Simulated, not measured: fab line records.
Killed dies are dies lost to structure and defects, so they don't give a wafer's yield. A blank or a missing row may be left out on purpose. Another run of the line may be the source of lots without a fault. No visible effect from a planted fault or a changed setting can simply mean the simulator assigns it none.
Matching of chambers | flow gf180mcu | GF_V1_CMP_04 on cmp-01 has 4 sister chambers
The step polishes SiO2. 16 wafers are shown with their chamber, then 8 later ones without.

## WAFERS, EACH WITH ITS CHAMBER
wafer  | chamber | motor-current-A (A) | slurry-flow-ml-min | time-to-endpoint-s (s)
L358.4 | 2       | 10.7                | 150.6              | 75
L358.5 | 3       | 12.1                | 150.0              | 82
L358.6 | 0       | 13.9                | 150.2              | 75
L359.1 | 3       | 11.5                | 149.2              | 76
L359.2 | 1       | 9.9                 | 151.0              | 79
L359.4 | 2       | 10.1                | 150.0              | 75
L363.2 | 3       | 11.3                | 149.3              | 74
L363.3 | 0       | 14.0                | 150.2              | 74
L363.4 | 2       | 10.2                | 149.7              | 80
L365.2 | 1       | 10.2                | 150.1              | 72
L365.3 | 3       | 12.1                | 150.3              | 77
L365.5 | 2       | 9.9                 | 149.7              | 84
L374.1 | 0       | 14.6                | 150.3              | 68
L374.4 | 3       | 11.3                | 149.9              | 90
L374.6 | 1       | 10.3                | 150.3              | 78
L377.1 | 2       | 10.3                | 150.0              | 80

SIGNATURES (means of the wafers above)
reading            | chamber 0 | chamber 1 | chamber 2 | chamber 3 | scatter within a chamber
motor-current-A    | 14.167    | 10.133    | 10.240    | 11.660    | 0.341
slurry-flow-ml-min | 150.233   | 150.467   | 150.000   | 149.740   | 0.396
time-to-endpoint-s | 72.33     | 76.33     | 78.80     | 79.80     | 4.84
Rule: distance of a wafer from a chamber = root of the sum over the readings of ((wafer's reading minus chamber's mean) / reading's scatter) squared. The wafer belongs to the nearest chamber; if the next one is less than 2 further off, it can't be placed. How the scatter is found: for the shown wafers, subtract from each reading the mean of its chamber, square and add these, divide the total by (wafers less chambers), then take the root.

## WAFERS WITHOUT THEIR CHAMBER
wafer  | motor-current-A (A) | slurry-flow-ml-min | time-to-endpoint-s (s)
L377.2 | 11.7                | 149.7              | 83
L377.5 | 9.6                 | 149.8              | 89
L378.1 | 10.0                | 149.4              | 72
L378.4 | 14.0                | 149.6              | 75
L378.5 | 11.8                | 149.5              | 79
L379.2 | 10.3                | 149.6              | 80
L379.3 | 14.0                | 149.7              | 79
L379.4 | 9.8                 | 150.4              | 86

## WHICH CHAMBER EACH ONE RAN IN
wafer  | from the rows above     | in truth
L377.2 | 3                       | 3
L377.5 | can't be placed: 2 or 1 | 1
L378.1 | can't be placed: 2 or 1 | 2
L378.4 | 0                       | 0
L378.5 | 3                       | 3
L379.2 | can't be placed: 2 or 1 | 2
L379.3 | 0                       | 0
L379.4 | can't be placed: 2 or 1 | 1
4 of 8 placed correctly. Cannot be placed on the basis of these rows: 4; the candidates contain the true chamber in 4. Placed wrongly: 0.
